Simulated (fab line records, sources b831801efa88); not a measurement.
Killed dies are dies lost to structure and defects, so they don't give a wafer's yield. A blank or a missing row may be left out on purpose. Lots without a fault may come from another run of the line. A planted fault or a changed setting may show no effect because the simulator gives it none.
Split-lot experiment | flow sfq_line | 5 lots, 23 wafers read, on a route of 325 steps

THE SPLIT
At SFQ_TRILAYER_M3_LITHO_COAT_080 (resist thk 62 nm), the setting resist_thk_nm was moved away from the recipe's 62 nm on 7 of the 23 wafers read, by -3.6% to +3.0%. The other wafers ran this setting at the recipe's value.

The reading is taken at the split's own step.

THE READING
BARC_of_TRILAYER_M3_LITHO_COAT_080.thk_nm (the simulator's own value, which no gauge read), in nm, at SFQ_TRILAYER_M3_LITHO_COAT_080 (resist thk 62 nm). The file gives no usual value for it. The 16 wafers here that ran the recipe average 62.17 nm, standard deviation 0.18 nm.

wafer  | tool, chamber at the split | resist_thk_nm as run, nm | against the recipe | BARC_of_TRILAYER_M3_LITHO_COAT_080.thk_nm, nm | against lot-mates on the recipe
L076.1 | litho_track-04, 0          | 59.77                    | -3.6%              | 59.48                                         | -2.37
L076.2 | litho_track-04, 0          | 59.77                    | -3.6%              | 59.77                                         | -2.08
L076.4 | litho_track-04, 0          | 62                       | recipe             | 61.87                                         | -
L076.5 | litho_track-04, 0          | 62                       | recipe             | 61.79                                         | -
L076.6 | litho_track-04, 0          | 62                       | recipe             | 61.89                                         | -
L078.1 | litho_track-03, 0          | 63.38                    | +2.2%              | 63.69                                         | +1.42
L078.2 | litho_track-03, 0          | 62                       | recipe             | 62.18                                         | -
L078.3 | litho_track-03, 0          | 63.38                    | +2.2%              | 63.73                                         | +1.46
L078.4 | litho_track-03, 0          | 62                       | recipe             | 62.36                                         | -
L078.5 | litho_track-03, 0          | 62                       | recipe             | 62.26                                         | -
L079.1 | litho_track-04, 0          | 63.88                    | +3.0%              | 64.27                                         | +1.95
L079.2 | litho_track-04, 0          | 62                       | recipe             | 62.32                                         | -
L079.3 | litho_track-04, 0          | 62                       | recipe             | 62.31                                         | -
L079.4 | litho_track-04, 0          | 63.88                    | +3.0%              | 64.05                                         | +1.73
L079.5 | litho_track-04, 0          | 63.88                    | +3.0%              | 64.21                                         | +1.89
L080.2 | litho_track-03, 0          | 62                       | recipe             | 62.07                                         | -
L080.3 | litho_track-03, 0          | 62                       | recipe             | 62.09                                         | -
L080.6 | litho_track-03, 0          | 62                       | recipe             | 62.13                                         | -
L081.1 | litho_track-02, 0          | 62                       | recipe             | 62.38                                         | -
L081.2 | litho_track-02, 0          | 62                       | recipe             | 62.24                                         | -
L081.4 | litho_track-02, 0          | 62                       | recipe             | 62.24                                         | -
L081.3 | litho_track-02, 0          | 62                       | recipe             | 62.18                                         | -
L081.6 | litho_track-02, 0          | 62                       | recipe             | 62.43                                         | -

THE FIT
A straight line over all 23 wafers: BARC_of_TRILAYER_M3_LITHO_COAT_080.thk_nm changes by +0.687 nm for each +1% of resist_thk_nm; r = +0.99; the points scatter about the line by 0.17 nm.
The same after taking each lot's own level away (the mean of its wafers on the recipe; 23 wafers): +0.621 nm for each +1%; r = +1.00; scatter 0.083 nm.
On that fit, the largest move of resist_thk_nm shifts the reading by 2.2 nm.
The lots' own levels span 61.850 to 62.315 nm, that is 2.5 times the standard deviation above.
So the lot-to-lot level changes the slope: the two fits differ.
Check: with one of the wafers moved furthest among these (-3.6%) left out of the fit, the line predicts -2.17 nm for it against its lot-mates. It came out at -2.37 nm against them.

OTHER SPLITS ON THESE WAFERS
These wafers also went through other splits before the reading. Each is held against what the fit with the lots' levels taken away leaves over:
other split on the same wafers                      | wafers away from the commonest value | r with BARC_of_TRILAYER_M3_LITHO_COAT_080.thk_nm (lot level and that fit taken away)
SFQ_TRILAYER_I1_VIA_LITHO_COAT_049 spin_rpm         | 6                                    | -0.18
SFQ_TRILAYER_I1_VIA_BARC_OPEN_VIA_ETCH_071 source_w | 9                                    | -0.18
SFQ_TRILAYER_M2_LITHO_EXPOSE_058 dose_mj            | 10                                   | +0.03
SFQ_TRILAYER_M2_BARC_OPEN_METAL_ETCH_077 bias_w     | 7                                    | +0.08
SFQ_TRILAYER_I2_VIA_LITHO_COAT_067 spin_rpm         | 7                                    | +0.39

THE FILE'S OWN FIT
BARC_of_TRILAYER_M3_LITHO_COAT_080.thk_nm changes by +0.623 nm for each +1% of resist_thk_nm, r = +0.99.
